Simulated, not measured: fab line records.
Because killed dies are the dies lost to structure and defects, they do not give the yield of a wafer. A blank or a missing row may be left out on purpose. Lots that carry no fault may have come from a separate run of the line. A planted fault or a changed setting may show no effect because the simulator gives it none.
The tool behind it: which one? :: flow sky130 :: 12 lots, 36 wafers sampled, at 4 steps of a route of 708

## WHAT THE GAUGES READ, wafer by wafer
SKY_FIELD_ISO_CD_MEAS_13: target cd 150 nm. Usual: cdNm at 149.8 nm, with a standard deviation of 1.6.
lot: L837
measured: day 2 18:26
on: cdSem-01
cdNm (nm): 148.4 150.0 149.0
flag: 

lot: L838
measured: day 2 23:29
on: cdSem-01
cdNm (nm): 152.3 151.1 152.1
flag: 

lot: L839
measured: day 3 04:43
on: cdSem-01
cdNm (nm): 148.2 150.1 150.5
flag: 

lot: L840
measured: day 3 08:39
on: cdSem-02
cdNm (nm): 152.1 150.3 149.3
flag: 

lot: L841
measured: day 3 12:04
on: cdSem-01
cdNm (nm): 145.5 144.5 146.2
flag: 

lot: L842
measured: day 3 16:47
on: cdSem-02
cdNm (nm): 149.9 150.2 150.2
flag: 

lot: L845
measured: day 4 08:00
on: cdSem-02
cdNm (nm): 150.3 149.8 152.1
flag: 

lot: L846
measured: day 4 14:26
on: cdSem-01
cdNm (nm): 145.6 147.5 147.6
flag: 

lot: L852
measured: day 5 21:21
on: cdSem-02
cdNm (nm): 150.4 151.3 149.8
flag: 

lot: L853
measured: day 6 02:47
on: cdSem-02
cdNm (nm): 150.3 150.7 151.3
flag: 

lot: L857
measured: day 7 03:44
on: cdSem-01
cdNm (nm): 147.6 146.1 147.6
flag: 

lot: L858
measured: day 7 08:53
on: cdSem-01
cdNm (nm): 150.9 151.3 151.2
flag: 

SKY_LOCAL_INTERCONNECT_CD_MEAS_11: target cd 170 nm. Usual: cdNm at 169.9 nm, with a standard deviation of 1.7.
lot: L837
measured: day 30 21:35
on: cdSem-02
cdNm (nm): 172.1 172.9 173.0
flag: 

lot: L838
measured: day 31 08:09
on: cdSem-01
cdNm (nm): 169.6 171.7 170.2
flag: 

lot: L839
measured: day 31 08:03
on: cdSem-01
cdNm (nm): 170.0 169.4 168.7
flag: 

lot: L840
measured: day 31 19:43
on: cdSem-02
cdNm (nm): 171.4 171.0 171.7
flag: 

lot: L841
measured: day 32 08:11
on: cdSem-02
cdNm (nm): 172.7 170.6 171.9
flag: 

lot: L842
measured: day 32 16:49
on: cdSem-02
cdNm (nm): 169.2 169.0 167.5
flag: 

lot: L845
measured: day 33 22:14
on: cdSem-01
cdNm (nm): 170.4 171.6 170.4
flag: 

lot: L846
measured: day 33 18:47
on: cdSem-01
cdNm (nm): 167.7 167.2 166.4
flag: 

lot: L852
measured: day 35 17:41
on: cdSem-02
cdNm (nm): 169.6 170.7 169.8
flag: 

lot: L853
measured: day 36 04:02
on: cdSem-02
cdNm (nm): 169.0 170.6 167.9
flag: 

lot: L857
measured: day 37 07:08
on: cdSem-01
cdNm (nm): 169.0 168.3 170.2
flag: 

lot: L858
measured: day 37 09:17
on: cdSem-01
cdNm (nm): 171.8 171.0 171.1
flag: 

## WHAT TOOL EACH LOT RAN ON (gives the tool, then ch and the chambers of the sampled wafers, and finally the start)
lot: L837
SKY_LDD_N_IMPLANT_11: implanter-02 ch 0, day 18 09:29
SKY_LDD_N_STRIP_16: plasmaAsher-02 ch 0,1, day 18 10:14

lot: L838
SKY_LDD_N_IMPLANT_11: implanter-01 ch 0, day 18 18:47
SKY_LDD_N_STRIP_16: plasmaAsher-02 ch 0,1, day 18 19:32

lot: L839
SKY_LDD_N_IMPLANT_11: implanter-02 ch 0, day 18 18:39
SKY_LDD_N_STRIP_16: plasmaAsher-01 ch 0,1, day 18 19:22

lot: L840
SKY_LDD_N_IMPLANT_11: implanter-02 ch 0, day 19 11:43
SKY_LDD_N_STRIP_16: plasmaAsher-01 ch 1, day 19 12:27

lot: L841
SKY_LDD_N_IMPLANT_11: implanter-03 ch 0, day 20 00:09
SKY_LDD_N_STRIP_16: plasmaAsher-03 ch 0,1, day 20 00:54

lot: L842
SKY_LDD_N_IMPLANT_11: implanter-01 ch 0, day 20 08:54
SKY_LDD_N_STRIP_16: plasmaAsher-03 ch 0,1, day 20 09:37

lot: L845
SKY_LDD_N_IMPLANT_11: implanter-03 ch 0, day 21 16:31
SKY_LDD_N_STRIP_16: plasmaAsher-01 ch 0, day 21 17:15

lot: L846
SKY_LDD_N_IMPLANT_11: implanter-01 ch 0, day 21 15:55
SKY_LDD_N_STRIP_16: plasmaAsher-01 ch 0,1, day 21 16:39

lot: L852
SKY_LDD_N_IMPLANT_11: implanter-03 ch 0, day 23 21:49
SKY_LDD_N_STRIP_16: plasmaAsher-01 ch 0,1, day 23 22:32

lot: L853
SKY_LDD_N_IMPLANT_11: implanter-03 ch 0, day 24 03:53
SKY_LDD_N_STRIP_16: plasmaAsher-01 ch 0,1, day 24 04:38

lot: L857
SKY_LDD_N_IMPLANT_11: implanter-02 ch 0, day 25 15:11
SKY_LDD_N_STRIP_16: plasmaAsher-02 ch 0,1, day 25 15:55

lot: L858
SKY_LDD_N_IMPLANT_11: implanter-02 ch 0, day 25 19:50
SKY_LDD_N_STRIP_16: plasmaAsher-01 ch 0,1, day 25 20:35
- SKY_LDD_N_IMPLANT_11
- SKY_LDD_N_STRIP_16: strips in O2/N2.

## WHAT THE TOOLS THEMSELVES READ (means of the sampled wafers that have a number; where no wafer has one, the mark that the record gives instead)
SKY_LDD_N_IMPLANT_11. Usual: beamOnS 10.00 s, standard deviation 0.19; doseIonsCm2 7.5e+13, standard deviation 8.1e+10; faradayCurrentUA 423, standard deviation 8.1.
lot: L837
tool: implanter-02
beamOnS (s): 9.78
doseIonsCm2: 7.5e+13
faradayCurrentUA: 431
flag: 

lot: L838
tool: implanter-01
beamOnS (s): 10.14
doseIonsCm2: 7.5e+13
faradayCurrentUA: 419
flag: 

lot: L839
tool: implanter-02
beamOnS (s): 9.95
doseIonsCm2: 7.5e+13
faradayCurrentUA: 425
flag: 

lot: L840
tool: implanter-02
beamOnS (s): 10.06
doseIonsCm2: 7.5e+13
faradayCurrentUA: 421
flag: 

lot: L841
tool: implanter-03
beamOnS (s): 9.94
doseIonsCm2: 7.5e+13
faradayCurrentUA: 426
flag: 

lot: L842
tool: implanter-01
beamOnS (s): 10.02
doseIonsCm2: 7.5e+13
faradayCurrentUA: 421
flag: 

lot: L845
tool: implanter-03
beamOnS (s): 10.13
doseIonsCm2: 7.5e+13
faradayCurrentUA: 418
flag: 

lot: L846
tool: implanter-01
beamOnS (s): 9.89
doseIonsCm2: 7.5e+13
faradayCurrentUA: 427
flag: 

lot: L852
tool: implanter-03
beamOnS (s): 9.85
doseIonsCm2: 6.0e+13
faradayCurrentUA: 342
flag: OFF

lot: L853
tool: implanter-03
beamOnS (s): 10.22
doseIonsCm2: 6.0e+13
faradayCurrentUA: 329
flag: OFF

lot: L857
tool: implanter-02
beamOnS (s): 10.16
doseIonsCm2: 7.5e+13
faradayCurrentUA: 415
flag: 

lot: L858
tool: implanter-02
beamOnS (s): 9.79
doseIonsCm2: 7.5e+13
faradayCurrentUA: 431
flag: 

SKY_LDD_N_STRIP_16. Usual: drypumpMotorCurrentA 5.6 A, standard deviation 0.58; oesProductAu 0.406 a.u., standard deviation 0.0044; stripTimeToEndpointS 4.316 s, standard deviation 0.013.
lot: L837
tool: plasmaAsher-02
drypumpMotorCurrentA (A): 5.9
oesProductAu (a.u.): 0.403
stripTimeToEndpointS (s): 4.315
flag: 

lot: L838
tool: plasmaAsher-02
drypumpMotorCurrentA (A): 5.9
oesProductAu (a.u.): 0.401
stripTimeToEndpointS (s): 4.312
flag: 

lot: L839
tool: plasmaAsher-01
drypumpMotorCurrentA (A): 5.6
oesProductAu (a.u.): 0.403
stripTimeToEndpointS (s): 4.319
flag: 

lot: L840
tool: plasmaAsher-01
drypumpMotorCurrentA (A): 5.8
oesProductAu (a.u.): 0.408
stripTimeToEndpointS (s): 4.314
flag: 

lot: L841
tool: plasmaAsher-03
drypumpMotorCurrentA (A): 5.8
oesProductAu (a.u.): 0.405
stripTimeToEndpointS (s): 4.310
flag: 

lot: L842
tool: plasmaAsher-03
drypumpMotorCurrentA (A): 5.3
oesProductAu (a.u.): 0.406
stripTimeToEndpointS (s): 4.308
flag: 

lot: L845
tool: plasmaAsher-01
drypumpMotorCurrentA (A): 5.2
oesProductAu (a.u.): 0.404
stripTimeToEndpointS (s): 4.307
flag: 

lot: L846
tool: plasmaAsher-01
drypumpMotorCurrentA (A): 5.7
oesProductAu (a.u.): 0.402
stripTimeToEndpointS (s): 4.316
flag: 

lot: L852
tool: plasmaAsher-01
drypumpMotorCurrentA (A): 5.4
oesProductAu (a.u.): 0.404
stripTimeToEndpointS (s): 4.268
flag: OFF

lot: L853
tool: plasmaAsher-01
drypumpMotorCurrentA (A): 5.6
oesProductAu (a.u.): 0.407
stripTimeToEndpointS (s): 4.275
flag: OFF

lot: L857
tool: plasmaAsher-02
drypumpMotorCurrentA (A): 5.9
oesProductAu (a.u.): 0.405
stripTimeToEndpointS (s): 4.327
flag: 

lot: L858
tool: plasmaAsher-01
drypumpMotorCurrentA (A): 5.6
oesProductAu (a.u.): 0.410
stripTimeToEndpointS (s): 4.310
flag: 

## THE ANSWER, worked out from the rows above alone
Rule: a lot is off if the mean of its wafers that have a number lies more than 3 standard deviations from the usual mean. Also off: a lot with no number at a reading for which 4 or more lots have one. Where the step has rows for the other lots, those lots are counted as sound. Order of review: gauges by route order, followed by the tools' own readings, for which a lot's mean as printed above is used. The first step at which some lot is off is used, and at that step the reading that is off furthest; a lot without a number counts as furthest.
Off at SKY_LDD_N_IMPLANT_11 (doseIonsCm2): L852, L853.
If a tool, at that step or one of the process steps before it, ran each lot that is off and ran no sound lot following the first of them, it fits. One fits: SKY_LDD_N_IMPLANT_11 on implanter-03. Its last sound lot is L845 (day 21 16:31), its first lot that is off L852 (day 23 21:49): a fault that began between those two fits.
The tool's own readings at SKY_LDD_N_IMPLANT_11 bear it out: on the lots that are off they differ by more than 5 times the standard deviation of the sound lots' means. doseIonsCm2 reads 6.0e+13 there against 7.5e+13 on the sound lots; faradayCurrentUA reads 336 there against 423 on the sound lots.

## WHAT THE SIMULATOR HAD INSERTED
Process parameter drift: implanter-03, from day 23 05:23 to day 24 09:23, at SKY_LDD_N_IMPLANT_11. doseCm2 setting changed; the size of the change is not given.
Struck lots among those shown: L852, L853. Same finding as the rule above.
